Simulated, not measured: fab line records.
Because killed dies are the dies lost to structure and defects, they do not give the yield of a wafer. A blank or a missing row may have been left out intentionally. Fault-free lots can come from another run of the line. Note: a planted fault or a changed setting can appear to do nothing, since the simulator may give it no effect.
fab line records	flow sfq_line
record lots=5	wafers=15	last_day=83
route steps=325 shown M7@285 I7@296
lots untouched by any fault: they come from a run of this same line in which no faults occurred
start_h: the number of hours between the record's first day and the start of the first shown wafer of the lot	wait_h: hours elapsed since this lot's preceding step	" the same as in the row above	L1.1+2: a single row standing in for several wafers	- no value present, or no start provided	* or withheld: withheld	< > ~ a bound
route shown NAME@n: NAME is a module with steps in the file, n the number in the route of the first one	usual: the fault-free wafers' mean and standard deviation	same: alike in all rows	chamber/n: place in a boat	sites: the reading at each site	_std_site: how widely they spread, as a standard deviation	_edge_site: the outer-site mean with the inner-site mean subtracted	radius_mm: how far each site lies from the wafer's centre	mask NAME#n: copy n	behind: the last tool/chamber to shape the wafer	hold: why the lot was held/for how many hours/how that ended	device: whichever transistor did not switch (one of n, p or np)	end of line: tests run on the same wafers once the route is complete	a step given without rows: its recipe and nothing more	killed: not the wafer's yield, but the dies lost to structure and defects at the first sort	map: shows each die of a wafer: x if killed, . if not, _ if none is there
set.NAME: the setting that was run; set.NAME@STEP: the one run at that earlier step	model.NAME: the simulator's own value behind a step, which no gauge read
lots at selected steps of the route; one table per step, one row per wafer
services: when a tool's chamber went out of use (start_h, in hours from the record's first day, below 0 if earlier), for how many hours, and the reason
## steps
# step SFQ_TRILAYER_M7_LITHO_COAT_182
# recipe resist=BARC	spin_rpm=3000	resist_thk_nm=62
# step SFQ_TRILAYER_M7_LITHO_COAT_177
# recipe resist=KrF	spin_rpm=3000	resist_thk_nm=600
# step SFQ_TRILAYER_M7_LITHO_SOFTBAKE_181
# recipe temp_c=withheld	time_s=withheld	resist=KrF
# step SFQ_TRILAYER_M7_LITHO_EXPOSE_178
# recipe mask_id=M7	na=0.6	source_shape=conventional	sigma_outer=0.65	target_cd_nm=500	dose_mj=14.4
# step SFQ_TRILAYER_M7_LITHO_PEB_180
# recipe peb_temp_c=115	peb_time_s=60	resist=KrF
# step SFQ_TRILAYER_M7_LITHO_DEVELOP_179
# recipe time_s=60	resist=KrF
# step SFQ_M7_OVL_MEAS_945
# usual M7_OVL=2/5.1
lot.wafer	tool	chamber	start_h	wait_h	M7_OVL[nm]
L832.1	overlay-02	-	1645.35	0.1	4
L832.3	"	-	"	"	-3
L832.4	"	-	"	"	-1
L834.4	overlay-02	-	1654.96	0.1	1
L834.5	"	-	"	"	-3
L834.6	"	-	"	"	1
L838.2	overlay-01	-	1729.24	0.1	-2
L838.3	"	-	"	"	-4
L838.4	"	-	"	"	3
L850.2	overlay-02	-	1891.07	0.1	2
L850.4	"	-	"	"	7
L850.5	"	-	"	"	10
L853.3	overlay-02	-	1899.48	0.1	10
L853.4	"	-	"	"	2
L853.5	"	-	"	"	5
# step SFQ_TRILAYER_M7_BARC_OPEN_METAL_ETCH_229
# recipe mask_material=PR	chemistry=O2	target_depth_nm=125	target=BARC	icp_w=600	bias_w=80	pressure_mtorr=10	time_s=41.7
# usual drypump_motor_current_A=5.9/0.53	oes_product_au=0.685/0.0048	rf_fwd_power_W=592.9/2
lot.wafer	tool	chamber	start_h	wait_h	drypump_motor_current_A	oes_product_au	rf_fwd_power_W	rf_hours_counter_h
L832.1	rie_metal-03	1	1645.38	0.0	5.0	0.684	591.0	14
L832.3	"	1	"	"	5.0	0.686	593.0	-
L832.4	"	0	"	"	6.0	0.678	597.1	-
L834.4	rie_metal-02	1	1655.00	0.0	6.0	0.691	590.3	-
L834.5	"	0	"	"	6.6	0.690	592.4	-
L834.6	"	1	"	"	6.0	0.682	592.7	-
L838.2	rie_metal-03	0	1729.27	0.0	6.0	0.687	594.3	89
L838.3	"	0	"	"	6.0	0.681	591.3	-
L838.4	"	1	"	"	5.0	0.678	592.2	-
L850.2	rie_metal-03	1	1891.10	0.0	5.0	0.688	594.5	49
L850.4	"	1	"	"	5.0	0.682	589.3	-
L850.5	"	1	"	"	5.0	0.680	591.0	-
L853.3	rie_metal-02	1	1899.52	0.0	5.9	0.683	595.3	-
L853.4	"	0	"	"	6.6	0.684	590.0	-
L853.5	"	0	"	"	6.6	0.677	592.3	-
# step SFQ_TRILAYER_M7_ETCH_METAL_ETCH_180
# recipe target=Nb	stop_on=SiO2	mask_material=PR	chemistry=Cl2/Ar	target_depth_nm=240	icp_w=600	bias_w=80	pressure_mtorr=10	time_s=120
# usual drypump_motor_current_A=5.9/0.53	oes_product_au=0.896/0.0064	rf_fwd_power_W=596.8/2
lot.wafer	tool	chamber	start_h	wait_h	drypump_motor_current_A	oes_product_au	rf_fwd_power_W	rf_hours_counter_h
L832.1	rie_metal-03	1	1645.44	0.0	5.0	0.899	598.0	14
L832.3	"	1	"	"	5.0	0.886	596.3	-
L832.4	"	0	"	"	5.9	0.898	597.5	-
L834.4	rie_metal-02	1	1655.08	0.1	6.0	0.895	598.3	-
L834.5	"	0	"	"	6.6	0.895	592.0	-
L834.6	"	1	"	"	6.0	0.902	601.2	-
L838.2	rie_metal-03	0	1729.33	0.0	6.0	0.895	597.5	89
L838.3	"	0	"	"	5.9	0.904	596.5	-
L838.4	"	1	"	"	5.0	0.902	591.2	-
L850.2	rie_metal-03	1	1891.16	0.0	5.0	0.890	595.9	49
L850.4	"	1	"	"	5.0	0.899	599.8	-
L850.5	"	1	"	"	5.0	0.898	597.3	-
L853.3	rie_metal-02	1	1899.60	0.1	5.9	0.893	594.7	-
L853.4	"	0	"	"	6.6	0.894	593.7	-
L853.5	"	0	"	"	6.6	0.901	595.0	-
# step SFQ_TRILAYER_M7_STRIP_STRIP_181
# recipe gas=O2	power_w=200	platen_temp_c=40	overash_fraction=0.65	chemistry=O2	pressure_mtorr=50
# step SFQ_TRILAYER_M7_STRIP_SOLV_CLEAN_182
# recipe chemistry=NMP	temp_c=70	time_s=600
# step SFQ_TRILAYER_I7_DEP_PECVD_183
# recipe material=SiO2	temp_c=150	time_s=111.11	pressure_torr=2.4	rf_w=183.3	precursor=SiH4/N2O	target_thk_nm=500
# usual heater_power_w=81/14	rf_fwd_power_W=182.1/0.69	throttle_valve_pct=24.8/1.5
lot.wafer	tool	chamber	start_h	wait_h	heater_power_w	rf_fwd_power_W	throttle_valve_pct
L832.1	pecvd-01	0	1646.34	0.0	100	183.2	25.9
L832.3	"	2	"	"	58	183.6	26.6
L832.4	"	0	"	"	111	181.8	25.9
L834.4	pecvd-03	0	1655.98	0.0	86	182.7	25.3
L834.5	"	2	"	"	77	182.6	26.6
L834.6	"	1	"	"	72	182.6	22.9
L838.2	pecvd-03	1	1730.23	0.0	75	182.6	23.0
L838.3	"	0	"	"	102	182.2	25.5
L838.4	"	2	"	"	81	181.1	27.0
L850.2	pecvd-03	2	1892.08	0.0	81	182.0	28.0
L850.4	"	1	"	"	66	183.2	23.4
L850.5	"	0	"	"	95	181.7	26.0
L853.3	pecvd-03	1	1900.46	0.0	80	182.5	23.6
L853.4	"	0	"	"	100	181.7	26.1
L853.5	"	2	"	"	79	180.6	28.1
# step SFQ_TRILAYER_I7_CMP_CMP_184
# recipe material=SiO2	down_force_psi=3	platen_rpm=60	pad_velocity_m_s=0.94248
# usual motor_current_A=10.6/0.57	time_to_endpoint_s=213/5.9
lot.wafer	tool	chamber	start_h	wait_h	motor_current_A	time_to_endpoint_s	model.SiO2_of_TRILAYER_I7_DEP_PECVD_183.thk_nm
L832.3	cmp-02	1	1658.90	12.5	10.2	212	200.4
L832.1	"	2	"	"	11.5	211	200
L832.4	"	0	1660.40	14.0	10.7	213	200.3
L834.4	cmp-01	2	1671.45	15.4	10.5	223	200.3
L834.5	"	2	1673.45	17.4	10.8	217	200.2
L834.6	"	3	"	"	11.3	213	199.2
L838.3	cmp-01	0	1732.05	1.8	11.4	214	199.8
L838.2	"	1	"	"	10.8	207	200.4
L838.4	"	2	"	"	10.2	202	221
L850.2	cmp-02	3	1892.16	0.0	10.2	206	199.3
L850.4	"	0	"	"	9.9	215	199.5
L850.5	"	0	1894.66	2.5	10.1	220	199.3
L853.3	cmp-02	0	1900.54	0.0	9.7	207	199.6
L853.4	"	2	1901.54	1.0	11.7	223	201.7
L853.5	"	1	1903.04	2.5	9.9	220	200.7
# step SFQ_I7_BOW_MEAS_946
# recipe mode=bow
# usual I7_BOW=6/10
lot.wafer	tool	chamber	start_h	wait_h	I7_BOW[um]
L832.1	film_metro-02	-	1661.90	2.0	9
L832.3	"	-	"	"	14
L832.4	"	-	"	"	8
L834.4	film_metro-01	-	1674.51	2.6	-3
L834.5	"	-	"	"	-1
L834.6	"	-	"	"	3
L838.2	film_metro-02	-	1734.57	1.5	8
L838.3	"	-	"	"	1
L838.4	"	-	"	"	-5
L850.2	film_metro-01	-	1895.18	2.5	22
L850.4	"	-	"	"	1
L850.5	"	-	"	"	25
L853.3	film_metro-03	-	1903.58	2.5	8
L853.4	"	-	"	"	-8
L853.5	"	-	"	"	1
# step SFQ_TRILAYER_I7_METRO_MEASURE_185
# usual thk_nm=199.9/0.87
lot.wafer	tool	chamber	start_h	wait_h	thk_nm
L832.1	film_metro-02	-	1662.02	0.1	200.1
L832.3	"	-	"	"	200.4
L832.4	"	-	"	"	200.4
L834.4	film_metro-01	-	1675.17	0.6	200.4
L834.5	"	-	"	"	200.3
L834.6	"	-	"	"	199.3
L838.2	film_metro-02	-	1734.87	0.3	200.4
L838.3	"	-	"	"	199.7
L838.4	"	-	"	"	221.0
L850.2	film_metro-01	-	1895.48	0.3	199.4
L850.4	"	-	"	"	199.5
L850.5	"	-	"	"	199.5
L853.3	film_metro-03	-	1904.06	0.5	199.5
L853.4	"	-	"	"	201.6
L853.5	"	-	"	"	200.5
# step SFQ_TRILAYER_I7_VIA_LITHO_COAT_192
# recipe resist=BARC	spin_rpm=3000	resist_thk_nm=62
# step SFQ_TRILAYER_I7_VIA_LITHO_COAT_187
# recipe resist=KrF	spin_rpm=3000	resist_thk_nm=650
# step SFQ_TRILAYER_I7_VIA_LITHO_SOFTBAKE_191
# recipe temp_c=withheld	time_s=withheld	resist=KrF
# step SFQ_TRILAYER_I7_VIA_LITHO_EXPOSE_188
# recipe mask_id=I7	na=0.6	source_shape=conventional	sigma_outer=0.65	target_cd_nm=1000	dose_mj=21.3
# step SFQ_TRILAYER_I7_VIA_LITHO_PEB_190
# recipe peb_temp_c=115	peb_time_s=60	resist=KrF
# step SFQ_TRILAYER_I7_VIA_LITHO_DEVELOP_189
# recipe time_s=60	resist=KrF
# step SFQ_I7_OVL_MEAS_947
# usual I7_OVL=3/6.2
lot.wafer	tool	chamber	start_h	wait_h	I7_OVL[nm]
L832.1	overlay-02	-	1683.75	0.1	7
L832.3	"	-	"	"	5
L832.4	"	-	"	"	6
L834.4	overlay-02	-	1694.36	0.1	3
L834.5	"	-	"	"	-4
L834.6	"	-	"	"	2
L838.2	overlay-02	-	1738.14	0.1	-1
L838.3	"	-	"	"	6
L838.4	"	-	"	"	2
L850.2	overlay-02	-	1900.67	0.1	15
L850.4	"	-	"	"	11
L850.5	"	-	"	"	11
L853.3	overlay-02	-	1912.68	0.1	8
L853.4	"	-	"	"	1
L853.5	"	-	"	"	6
# step SFQ_TRILAYER_I7_VIA_BARC_OPEN_VIA_ETCH_260
# recipe mask_material=PR	chemistry=O2	target_depth_nm=125	target=BARC	source_w=500	bias_w=80	pressure_mtorr=30	time_s=41.7
# usual drypump_motor_current_A=5.6/0.46	oes_product_au=0.685/0.0048	rf_fwd_power_W=493.9/1.8
lot.wafer	tool	chamber	start_h	wait_h	drypump_motor_current_A	oes_product_au	rf_fwd_power_W	rf_hours_counter_h
L832.1	rie_diel-03	1	1683.78	0.0	5.6	0.687	495.0	14
L832.3	"	2	"	"	5.4	0.680	492.5	13
L832.4	"	3	"	"	5.8	0.686	491.6	5
L834.4	rie_diel-02	3	1694.38	0.0	5.3	0.689	493.9	10
L834.5	"	1	"	"	5.1	0.689	494.4	-
L834.6	"	2	"	"	5.6	0.682	490.8	-
L838.2	rie_diel-02	1	1738.17	0.0	5.1	0.682	494.0	0
L838.3	"	2	"	"	5.6	0.682	495.4	6
L838.4	"	0	"	"	6.4	0.684	497.1	-
L850.2	rie_diel-03	0	1900.70	0.0	6.3	0.689	492.7	16
L850.4	"	3	"	"	5.7	0.682	491.3	8
L850.5	"	2	"	"	5.5	0.689	493.7	-
L853.3	rie_diel-04	2	1912.70	0.0	5.6	0.678	497.4	6
L853.4	"	3	"	"	5.5	0.682	495.3	10
L853.5	"	1	"	"	4.8	0.682	495.5	-
# step SFQ_TRILAYER_I7_VIA_ETCH_VIA_ETCH_190
# recipe target=SiO2	stop_on=Nb	mask_material=PR	taper_deg=20	chemistry=CHF3	target_depth_nm=260	source_w=500	bias_w=80	pressure_mtorr=30	time_s=withheld
# usual drypump_motor_current_A=5.6/0.45	oes_product_au=0.854/0.0049	rf_fwd_power_W=497.9/1.5
lot.wafer	tool	chamber	start_h	wait_h	drypump_motor_current_A	oes_product_au	rf_fwd_power_W	model.etch.depth_nm	model.I7.feature_depth_nm
L832.1	rie_diel-03	1	1683.82	0.0	5.6	0.860	499.0	200	200
L832.3	"	2	"	"	5.4	0.848	497.4	200.4	200.4
L832.4	"	3	"	"	5.7	0.851	497.3	200.3	200.3
L834.4	rie_diel-02	3	1694.42	0.0	5.3	0.855	499.3	200.3	200.3
L834.5	"	1	"	"	5.1	0.852	499.8	200.2	200.2
L834.6	"	2	"	"	5.6	0.856	495.2	199.2	199.2
L838.2	rie_diel-02	1	1738.21	0.0	5.1	0.858	500.3	200.4	200.4
L838.3	"	2	"	"	5.6	0.853	496.3	199.8	199.8
L838.4	"	0	"	"	6.4	0.898	496.0	221	221
L850.2	rie_diel-03	0	1900.74	0.0	6.3	0.859	498.6	199.3	199.3
L850.4	"	3	"	"	5.7	0.848	497.9	199.5	199.5
L850.5	"	2	"	"	5.4	0.860	497.9	199.3	199.3
L853.3	rie_diel-04	2	1912.74	0.0	5.6	0.857	498.5	199.6	199.6
L853.4	"	3	"	"	5.6	0.858	497.7	201.7	201.7
L853.5	"	1	"	"	4.8	0.859	495.3	200.7	200.7
# step SFQ_TRILAYER_I7_VIA_STRIP_STRIP_191
# recipe gas=O2	power_w=200	platen_temp_c=40	overash_fraction=0.65	chemistry=O2	pressure_mtorr=50
# usual drypump_motor_current_A=5.7/0.51	oes_product_au=0.997/0.0082
lot.wafer	tool	chamber	start_h	wait_h	drypump_motor_current_A	oes_product_au	rf_hours_counter_h
L832.1	rie_metal-01	1	1683.94	-	5.7	1.005	89
L832.3	"	1	"	"	5.7	1.001	-
L832.4	"	0	"	"	5.3	0.990	-
L834.4	rie_metal-01	1	1694.74	-	5.7	0.999	-
L834.5	"	0	"	"	5.3	0.984	-
L834.6	"	1	"	"	5.7	0.996	-
L838.2	rie_metal-03	0	1738.32	-	6.0	0.999	90
L838.3	"	1	"	"	5.0	0.998	-
L838.4	"	0	"	"	6.0	0.989	-
L850.2	rie_metal-03	0	1900.86	-	5.9	1.001	114
L850.4	"	1	"	"	5.0	0.992	-
L850.5	"	1	"	"	5.0	0.993	-
L853.3	rie_metal-02	1	1913.06	-	5.9	0.990	-
L853.4	"	0	"	"	6.6	0.980	-
L853.5	"	1	"	"	6.0	0.995	-
## services
tool	chamber	start_h	hours	kind
film_metro-01	-	1624.23	5.7	pm
cmp-02	-	1626.64	8.3	pm
rie_diel-02	-	1637.06	2.8	pm
rie_diel-03	2	1646.57	6.0	repair
pecvd-03	-	1657.29	1.0	repair
pecvd-03	-	1658.52	0.9	repair
rie_diel-02	3	1659.84	3.4	repair
cmp-02	-	1667.90	4.7	pm
rie_metal-02	1	1685.65	4.7	repair
cmp-02	-	1685.85	2.0	repair
rie_diel-02	3	1716.63	39.4	repair
rie_diel-03	0	1720.60	5.3	repair
rie_diel-03	2	1721.16	3.1	repair
cmp-02	-	1732.14	1.4	repair
rie_diel-03	-	1740.01	14.6	pm
pecvd-03	1	1759.04	3.6	repair
cmp-02	-	1776.41	4.0	pm
rie_diel-02	-	1810.16	0.1	repair
pecvd-03	2	1826.39	5.7	repair
rie_diel-02	1	1835.50	2.8	repair
rie_diel-02	3	1860.08	5.5	repair
cmp-02	-	1866.58	3.8	repair
rie_diel-03	2	1881.05	12.3	repair
rie_diel-03	-	1885.72	2.5	repair
## key
first_sign step=SFQ_TRILAYER_I7_METRO_MEASURE_185	reading=thk_nm	direction=up	sigmas=24	usual=199.9	struck=221.0
effect step=SFQ_TRILAYER_I7_VIA_ETCH_VIA_ETCH_190	reading=oes_product_au	direction=up	sigmas=8.8	usual=0.854	struck=0.898
model_effect step=SFQ_TRILAYER_I7_CMP_CMP_184	value=SiO2_of_TRILAYER_I7_DEP_PECVD_183.thk_nm	without=201	struck=221
model_effect step=SFQ_TRILAYER_I7_VIA_ETCH_VIA_ETCH_190	value=etch.depth_nm	without=201	struck=221
met_at SFQ_TRILAYER_I7_CMP_CMP_184
struck_wafers L838.4
fault kind=process_parameter_drift	tool=cmp-01	chamber=-	onset_h=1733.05	steps=SFQ_TRILAYER_I7_CMP_CMP_184	channel=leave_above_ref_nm	offset=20	shape=step	end_h=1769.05	scope=struck_wafers_only	acts_in=these_recipes_only	stated=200
